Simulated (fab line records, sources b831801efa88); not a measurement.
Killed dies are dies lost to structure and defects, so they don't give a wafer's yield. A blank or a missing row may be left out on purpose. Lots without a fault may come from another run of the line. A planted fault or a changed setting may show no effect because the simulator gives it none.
fab line records | flow sky130
record lots=12 wafers=36 last_day=50
route steps=708 shown VIA2@530 METAL3@532 CAPM@539 PAD_OPEN@708
lots that met no fault: from a run of the same line without faults
start_h: hours from the record's first day to the start of the lot's first wafer shown | wait_h: hours since the lot's step before | " the same as in the row above | L1.1+2: a row that stands for several wafers | - no value, or no start given | * or withheld: withheld | < > ~ a bound
route shown NAME@n: a module of which the file shows steps, and the number in the route of the first | usual: mean/standard deviation of fault-free wafers | same: alike in all rows | chamber/n: place in a boat | sites: the reading at each site | _std_site: their standard deviation | _edge_site: outer sites' mean less inner sites' | radius_mm: how far each site lies from the wafer's centre | mask NAME#n: copy n | behind: the tool/chamber that last shaped the wafer | hold: why the lot was held/for how many hours/how that ended | device: the transistor (n, p or np) that didn't switch | end of line: the same wafers' tests at the end of the route | a step without rows: its recipe alone | killed: dies lost to structure and defects at the first sort, not the wafer's yield | map: a wafer's dies, x killed, . not, _ none there
set.NAME: the setting as run; set.NAME@STEP: as run at that earlier step | model.NAME: the simulator's own value behind a step, which no gauge read
steps of the route over a sample of lots; a table a step, a row a wafer
services: from which hour (start_h, from the record's first day; less than 0 if before it) a tool's chamber was out of use, for how many hours, and why
## steps
# step SKY_VIA2_THK_MEAS_23
# recipe thk_meas_gauge=xrf reads=W_of_VIA2_CVD_21
# usual VIA2_W_THK=416/5.6
# columns lot.wafer tool chamber start_h wait_h VIA2_W_THK[nm]
L325.1 film_metro-04 - 847.99 0.1 424
L325.3 " - " " 428
L325.6 " - " " 426
L326.1 film_metro-03 - 852.02 0.1 409
L326.3 " - " " 408
L326.6 " - " " 411
L327.1 film_metro-04 - 867.37 0.1 416
L327.3 " - " " 416
L327.4 " - " " 419
L329.1 film_metro-03 - 881.44 0.1 409
L329.3 " - " " 417
L329.6 " - " " 409
L331.2 film_metro-03 - 901.63 0.1 419
L331.3 " - " " 421
L331.4 " - " " 410
L332.1 film_metro-03 - 915.22 0.1 424
L332.2 " - " " 418
L332.6 " - " " 420
L334.3 film_metro-03 - 922.36 0.1 426
L334.4 " - " " 420
L334.5 " - " " 418
L337.3 film_metro-04 - 951.65 0.1 416
L337.4 " - " " 416
L337.6 " - " " 413
L341.1 film_metro-03 - 971.08 0.1 413
L341.2 " - " " 419
L341.3 " - " " 415
L343.2 film_metro-04 - 986.95 0.1 423
L343.3 " - " " 413
L343.4 " - " " 414
L346.2 film_metro-02 - 1001.59 0.1 412
L346.4 " - " " 411
L346.5 " - " " 412
L347.1 film_metro-04 - 1013.77 0.1 422
L347.5 " - " " 428
L347.6 " - " " 431
# step SKY_METAL3_SPUTTER_00
# recipe material=Ti target_thk_nm=15 power_w=3000 time_s=10 chamber_pressure_pa=0.4
# usual cathode_dc_power_W=3000.0/0.54 throttle_valve_pct=30.2/0.87
# columns lot.wafer tool chamber start_h wait_h cathode_dc_power_W throttle_valve_pct
L325.1 pvd_sputter-01 - 848.37 0.1 2999.4 29.0
L325.3 " - " " 3000.3 29.5
L325.6 " - " " 2999.1 28.9
L326.1 pvd_sputter-01 - 852.38 0.1 2999.6 28.9
L326.3 " - " " 2999.8 31.0
L326.6 " - " " 3000.4 31.7
L327.1 pvd_sputter-01 - 867.73 0.1 3000.4 29.0
L327.3 " - " " 2999.6 31.5
L327.4 " - " " 3000.6 29.4
L329.1 pvd_sputter-01 - 881.80 0.1 2999.8 29.1
L329.3 " - " " 2999.9 31.7
L329.6 " - " " 2999.6 29.1
L331.2 pvd_sputter-03 - 901.98 0.1 2999.2 29.3
L331.3 " - " " 3000.5 30.6
L331.4 " - " " 3000.3 30.0
L332.1 pvd_sputter-02 - 915.58 0.2 3000.1 30.9
L332.2 " - " " 2999.7 29.7
L332.6 " - " " 3000.4 29.9
L334.3 pvd_sputter-01 - 922.70 0.2 3581.9 31.4
L334.4 " - " " 3581.0 31.6
L334.5 " - " " 3580.1 30.9
L337.3 pvd_sputter-01 - 951.99 0.2 3580.8 29.1
L337.4 " - " " 3581.3 31.1
L337.6 " - " " 3580.8 31.2
L341.1 pvd_sputter-02 - 971.44 0.1 3000.0 30.3
L341.2 " - " " 3000.1 29.6
L341.3 " - " " 3000.9 30.8
L343.2 pvd_sputter-02 - 987.30 0.2 3001.5 30.7
L343.3 " - " " 2999.8 29.8
L343.4 " - " " 3000.3 30.1
L346.2 pvd_sputter-03 - 1001.94 0.1 2999.8 29.8
L346.4 " - " " 2998.9 29.9
L346.5 " - " " 3000.3 29.8
L347.1 pvd_sputter-03 - 1014.13 0.2 3000.1 30.0
L347.5 " - " " 3000.0 29.3
L347.6 " - " " 2999.9 30.1
# step SKY_METAL3_SPUTTER_01
# recipe material=TiN target_thk_nm=20 power_w=6500 time_s=16.7 chamber_pressure_pa=0.4
# usual cathode_dc_power_W=6500.0/1.3 throttle_valve_pct=30.2/0.85
# columns lot.wafer tool chamber start_h wait_h cathode_dc_power_W throttle_valve_pct
L325.1 pvd_sputter-01 - 848.39 0.0 6502.2 29.1
L325.3 " - " " 6500.5 29.3
L325.6 " - " " 6500.4 29.1
L326.1 pvd_sputter-01 - 852.40 0.0 6501.3 29.0
L326.3 " - " " 6498.0 31.2
L326.6 " - " " 6501.6 31.8
L327.1 pvd_sputter-01 - 867.76 0.0 6499.7 28.8
L327.3 " - " " 6501.1 31.5
L327.4 " - " " 6500.0 29.3
L329.1 pvd_sputter-01 - 881.82 0.0 6500.0 29.3
L329.3 " - " " 6501.7 31.9
L329.6 " - " " 6502.5 29.2
L331.2 pvd_sputter-03 - 902.00 0.0 6499.9 29.1
L331.3 " - " " 6500.3 30.4
L331.4 " - " " 6501.1 29.9
L332.1 pvd_sputter-02 - 915.60 0.0 6499.9 30.5
L332.2 " - " " 6500.0 29.7
L332.6 " - " " 6501.4 29.7
L334.3 pvd_sputter-01 - 922.73 0.0 6498.9 31.1
L334.4 " - " " 6501.1 31.3
L334.5 " - " " 6498.6 31.0
L337.3 pvd_sputter-01 - 952.01 0.0 6500.4 29.4
L337.4 " - " " 6498.5 31.1
L337.6 " - " " 6499.1 31.2
L341.1 pvd_sputter-02 - 971.46 0.0 6498.8 30.0
L341.2 " - " " 6500.7 29.9
L341.3 " - " " 6499.5 30.8
L343.2 pvd_sputter-02 - 987.33 0.0 6499.1 30.4
L343.3 " - " " 6502.2 30.0
L343.4 " - " " 6498.6 30.1
L346.2 pvd_sputter-03 - 1001.97 0.0 6501.3 30.0
L346.4 " - " " 6497.6 29.8
L346.5 " - " " 6500.3 30.1
L347.1 pvd_sputter-03 - 1014.15 0.0 6501.3 30.1
L347.5 " - " " 6500.2 29.0
L347.6 " - " " 6502.0 30.4
# step SKY_CAPM_SPUTTER_02
# recipe material=TiN target_thk_nm=200 temp_c=300 power_w=6500 time_s=166.7 chamber_pressure_pa=0.4
# usual cathode_dc_power_W=6500.0/1.2 susceptor_temp_C=300.00/0.17 throttle_valve_pct=29.9/0.69
# columns lot.wafer tool chamber start_h wait_h cathode_dc_power_W susceptor_temp_C throttle_valve_pct
L325.1 pvd_sputter-03 - 848.61 0.1 6502.1 300.34 29.1
L325.3 " - " " 6498.3 299.82 30.4
L325.6 " - " " 6499.5 299.97 29.3
L326.1 pvd_sputter-03 - 852.61 0.1 6498.9 300.02 30.1
L326.3 " - " " 6501.3 300.07 30.3
L326.6 " - " " 6499.3 300.00 30.0
L327.1 pvd_sputter-04 - 867.97 0.1 6498.5 300.11 29.9
L327.3 " - " " 6500.1 299.95 28.4
L327.4 " - " " 6500.8 299.52 30.7
L329.1 pvd_sputter-04 - 882.04 0.1 6495.9 300.00 28.4
L329.3 " - " " 6501.2 300.16 29.5
L329.6 " - " " 6499.7 300.07 30.0
L331.2 pvd_sputter-04 - 902.23 0.0 6501.8 299.93 31.0
L331.3 " - " " 6500.5 299.92 29.7
L331.4 " - " " 6499.8 300.48 30.3
L332.1 pvd_sputter-03 - 915.83 0.1 6501.4 300.09 30.0
L332.2 " - " " 6499.8 300.19 29.3
L332.6 " - " " 6499.0 300.28 29.9
L334.3 pvd_sputter-04 - 922.95 0.0 6499.9 300.23 30.8
L334.4 " - " " 6498.0 300.00 28.8
L334.5 " - " " 6501.3 300.19 28.9
L337.3 pvd_sputter-04 - 952.23 0.0 6499.3 299.84 29.8
L337.4 " - " " 6500.0 300.08 31.1
L337.6 " - " " 6500.2 299.95 31.0
L341.1 pvd_sputter-03 - 971.67 0.1 6499.4 300.10 29.2
L341.2 " - " " 6501.1 299.84 29.7
L341.3 " - " " 6502.4 299.93 29.7
L343.2 pvd_sputter-04 - 987.54 0.0 6498.9 300.15 30.0
L343.3 " - " " 6500.4 299.95 28.9
L343.4 " - " " 6501.6 300.06 29.6
L346.2 pvd_sputter-04 - 1002.18 0.0 6501.1 300.14 29.8
L346.4 " - " " 6500.6 300.14 28.6
L346.5 " - " " 6498.3 300.01 29.7
L347.1 pvd_sputter-04 - 1014.37 0.1 6499.4 300.16 31.0
L347.5 " - " " 6500.3 300.21 29.8
L347.6 " - " " 6501.2 300.09 30.8
# step SKY_PAD_OPEN_PROBE_99
# usual defect_limited_yield=82.4/1.9 killed_at_M0_to_M3=43/7.1 killed_at_M4_up=3.2/1.7 killed_at_contacts=24/5.6 killed_at_front_end=16/5 killed_at_other=0.4/0.68 killed_dies=86/9.3 killed_open=47/7.1 killed_short=39/5.7 sort_bin_3_pad_short=0.9/0.38 sort_bin_5_function=10.4/1.5 sort_bin_6_memory=6.3/1.3 sort_n_pass=406/9.3 sort_yield_pct=82.4/1.9
# same gross_dies=492 killed_at_back_side=0 sort_bin_4_leakage[%]=0 sort_bin_8_speed[%]=0
# columns lot.wafer tool chamber start_h wait_h defect_limited_yield[%] killed_at_M0_to_M3 killed_at_M4_up killed_at_contacts killed_at_front_end killed_at_other killed_dies killed_open killed_short sort_bin_3_pad_short[%] sort_bin_5_function[%] sort_bin_6_memory[%] sort_n_pass sort_yield_pct[%]
L332.1 prober-02 - 1128.76 0.1 78.7 47 4 42 12 0 105 60 45 1.0 13.8 6.5 387 78.7
L332.2 prober-02 - 1128.81 0.1 81.1 41 4 24 24 0 93 55 38 1.2 10.4 7.3 399 81.1
L332.6 prober-02 - 1129.01 0.2 84.6 34 2 28 12 0 76 46 30 0.4 9.8 5.3 416 84.6
# killed by level:class
L332.1 CONTACT:geometric_particle:open=14 LI_CONTACT:geometric_particle:open=11 VIA1:geometric_particle:open=10 METAL2:geometric_particle:short=9 METAL1:geometric_particle:short=8 VIA3:geometric_particle:open=7 LOCAL_INTERCONNECT:geometric_particle:short=7 CONTACT:geometric_particle:short=6
L332.2 VIA1:geometric_particle:open=13 CONTACT:geometric_particle:open=10 FIELD_ISO:geometric_particle:short=7 FIELD_ISO:geometric_particle:open=7 LI_CONTACT:geometric_particle:open=6 METAL2:geometric_particle:short=6 METAL1:geometric_particle:short=6 CONTACT:geometric_particle:short=5
L332.6 CONTACT:geometric_particle:open=17 VIA1:geometric_particle:open=9 CONTACT:geometric_particle:short=6 VIA2:geometric_particle:open=5 VIA3:geometric_particle:short=5 VIA2:geometric_particle:short=5 FIELD_ISO:geometric_particle:open=4 VIA3:geometric_particle:open=4
## services
# columns tool chamber start_h hours kind
pvd_sputter-02 - 831.83 20.9 repair
pvd_sputter-02 - 839.97 14.8 repair
pvd_sputter-03 - 878.35 8.0 repair
pvd_sputter-03 - 898.38 2.3 repair
pvd_sputter-03 - 932.08 5.2 repair
pvd_sputter-01 - 953.33 2.4 repair
pvd_sputter-03 - 958.48 1.5 repair
pvd_sputter-03 - 981.05 1.1 repair
pvd_sputter-01 - 986.96 1.9 repair
pvd_sputter-01 - 991.91 1.4 repair
## key
first_sign step=SKY_METAL3_SPUTTER_00 reading=cathode_dc_power_W direction=up sigmas=99+ usual=3000.0 struck=3581.0
effect none on later readings
met_at SKY_METAL3_SPUTTER_00
struck_lots L334,L337
not_acting_at SKY_VIA2_THK_MEAS_23,SKY_METAL3_SPUTTER_01,SKY_CAPM_SPUTTER_02
onset_between 881.80 922.70
fault kind=process_parameter_drift tool=pvd_sputter-01 chamber=- onset_h=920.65 steps=SKY_METAL3_SPUTTER_00 channel=power_w offset=* shape=step end_h=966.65 acts_in=* stated=*
